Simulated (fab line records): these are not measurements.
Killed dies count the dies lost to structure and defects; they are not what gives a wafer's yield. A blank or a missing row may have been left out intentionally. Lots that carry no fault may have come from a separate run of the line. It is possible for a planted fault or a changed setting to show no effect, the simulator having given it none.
Matching of chambers -- flow sky130 -- 4 sister chambers for SKY_VIA2_CMP_24 on cmp-01
The step polishes, stops on SiO2, t overpolish 20 s, target thk 0 nm. 14 wafers are shown with their chamber, then 7 later ones without.

## WAFERS, EACH WITH ITS CHAMBER
wafer,chamber,motor-current-A (A),time-to-endpoint-s (s),overpolish-run-s (s)
L637.3,3,13.8,103,19.996
L637.4,0,10.2,99,20.006
L637.6,3,13.1,98,20.002
L640.4,1,11.6,101,20.018
L640.5,0,10.6,103,19.990
L640.6,3,14.1,102,20.016
L642.1,0,10.2,100,19.996
L642.2,1,11.2,95,20.001
L642.3,3,13.5,102,20.011
L643.1,1,10.8,99,19.997
L643.2,3,14.1,103,20.004
L643.4,2,11.8,97,20.001
L647.2,0,10.8,104,20.007
L647.4,3,12.9,103,19.999

SIGNATURES (averages over the wafers above)
reading,chamber 0,chamber 1,chamber 2,chamber 3,scatter within a chamber
motor-current-A,10.450,11.200,11.800,13.583,0.433
time-to-endpoint-s,101.50,98.33,97.00,101.83,2.33
overpolish-run-s,19.99975,20.00533,20.00100,20.00467,0.00856
Rule: for each reading, subtract the chamber's mean from the wafer's reading, divide by that reading's scatter and square the result; add these up over the readings and take the root, which gives the wafer's distance from the chamber. If the next closest chamber is less than 2 further off than the closest, the wafer can't be placed; otherwise it belongs to the closest. The scatter is the square root of a quotient: the sum, over the shown wafers, of each reading's squared deviation from its chamber's mean, divided by wafers minus chambers.

## WAFERS WITH NO CHAMBER GIVEN
wafer,motor-current-A (A),time-to-endpoint-s (s),overpolish-run-s (s)
L647.5,11.8,100,19.997
L659.1,11.5,104,19.998
L659.3,13.1,106,20.013
L659.6,12.5,94,19.983
L660.2,13.3,103,20.025
L660.4,10.6,102,20.002
L660.6,13.8,103,20.009

## EACH ONE'S CHAMBER
wafer,from the rows above,in truth
L647.5,can't be placed: 2 or 1 or 0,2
L659.1,can't be placed: 0 or 1 or 2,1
L659.3,3,3
L659.6,can't be placed: 2 or 1 or 3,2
L660.2,3,3
L660.4,can't be placed: 0 or 1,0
L660.6,3,3
3 of 7 placed correctly. Cannot be placed on the basis of these rows: 4; the candidates contain the true chamber in 4. 0 placed wrongly.
